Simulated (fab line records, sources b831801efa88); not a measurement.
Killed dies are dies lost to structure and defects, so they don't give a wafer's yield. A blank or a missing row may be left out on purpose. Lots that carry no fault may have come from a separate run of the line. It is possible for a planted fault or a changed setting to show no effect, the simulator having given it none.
Check for tools in common | flow gf180mcu | 13 lots and 39 wafers in the sample

WHAT PROMPTED THE OPENING
At GF_HV_LDD_THK_MEAS_55 the reading HV_LDD_CVD_54_THK is flagged on 1 of 13 lots. Wafers without a fault read 10.06 nm, standard deviation 0.15.
Rule: a lot is flagged when every wafer of it that has a number lies more than 4 standard deviations from that mean, or none has a number. The rest of the lots are taken to be sound.

lot  | measured     | on            | HV_LDD_CVD_54_THK (nm), wafer by wafer | flag
L584 | day 12 18:02 | film-metro-04 | 10.04 10.25 10.00                      |
L585 | day 12 21:15 | film-metro-04 | 10.11 10.09 10.24                      |
L587 | day 13 06:23 | film-metro-01 | 10.02 10.04 10.18                      |
L586 | day 13 08:26 | film-metro-02 | 9.87 9.77 9.77                         |
L590 | day 14 10:44 | film-metro-01 | 9.96 9.84 9.88                         |
L592 | day 15 07:47 | film-metro-04 | 9.97 10.10 9.90                        |
L593 | day 15 15:08 | film-metro-04 | 10.05 10.14 10.05                      |
L595 | day 16 06:13 | film-metro-01 | 7.39 7.48 7.48                         | FLAGGED
L596 | day 16 15:29 | film-metro-04 | 10.20 10.19 10.16                      |
L603 | day 19 05:18 | film-metro-02 | 9.91 10.09 9.87                        |
L604 | day 19 13:59 | film-metro-01 | 10.14 10.19 10.16                      |
L606 | day 20 03:34 | film-metro-04 | 9.86 9.89 9.84                         |
L607 | day 20 11:02 | film-metro-01 | 10.08 10.09 9.99                       |
On average the flagged lots' numbers are 7.45 nm, which is -2.61 nm against the usual, or -17 standard deviations.

WHICH TOOL EACH LOT WENT THROUGH
The record holds 1 process step before the reading, out of a route of 602 steps. Every cell lists first the tool, next ch and the chambers used by the sampled wafers, and last the start.
lot  | flag    | GF_HV_LDD_CVD_54
L584 |         | lpcvd-02 ch 0, day 12 17:01
L585 |         | lpcvd-02 ch 1, day 12 20:13
L587 |         | lpcvd-01 ch 0, day 13 05:22
L586 |         | lpcvd-01 ch 1, day 13 07:25
L590 |         | lpcvd-01 ch 0, day 14 09:41
L592 |         | lpcvd-01 ch 0, day 15 06:46
L593 |         | lpcvd-01 ch 0, day 15 14:05
L595 | FLAGGED | lpcvd-01 ch 1, day 16 05:12
L596 |         | lpcvd-02 ch 0, day 16 14:28
L603 |         | lpcvd-01 ch 1, day 19 04:16
L604 |         | lpcvd-01 ch 0, day 19 12:28
L606 |         | lpcvd-01 ch 1, day 20 02:33
L607 |         | lpcvd-02 ch 1, day 20 10:01
These steps, and what they do:
- GF_HV_LDD_CVD_54: deposits SiO2 from TEOS, target thk 10 nm, time 75 s.
- GF_HV_LDD_THK_MEAS_55

FLAGGED OVER TOTAL, TOOL BY TOOL (the gauges that took the reading come last)
step                  | tool          | lots run | flagged | share of the flagged lots | sound lots run after its first flagged lot
GF_HV_LDD_CVD_54      | lpcvd-01      | 9        | 1       | all                       | 3 (L603,L604,L606)
GF_HV_LDD_CVD_54      | lpcvd-02      | 4        | 0       | none                      | -
GF_HV_LDD_THK_MEAS_55 | film-metro-01 | 5        | 1       | all                       | 2 (L604,L607)
GF_HV_LDD_THK_MEAS_55 | film-metro-02 | 2        | 0       | none                      | -
GF_HV_LDD_THK_MEAS_55 | film-metro-04 | 6        | 0       | none                      | -

THE TABLE: WHAT IT ALLOWS
lpcvd-01 at GF_HV_LDD_CVD_54 and film-metro-01 at GF_HV_LDD_THK_MEAS_55 are the 2 rows of the table that ran each flagged lot.
- lpcvd-01 at GF_HV_LDD_CVD_54 ran 9 lots, 1 of them flagged. Sound lots followed the first flagged one (L603, L604, L606) on it, something a lasting fault affecting the whole tool could not allow.
- film-metro-01 at GF_HV_LDD_THK_MEAS_55 ran 5 lots, 1 of them flagged. Sound lots followed the first flagged one (L604, L607) on it, something a lasting fault affecting the whole tool could not allow.
No row of the table ran every flagged lot and no sound lot after the first.

WHAT HAD BEEN PUT IN BY THE SIMULATOR
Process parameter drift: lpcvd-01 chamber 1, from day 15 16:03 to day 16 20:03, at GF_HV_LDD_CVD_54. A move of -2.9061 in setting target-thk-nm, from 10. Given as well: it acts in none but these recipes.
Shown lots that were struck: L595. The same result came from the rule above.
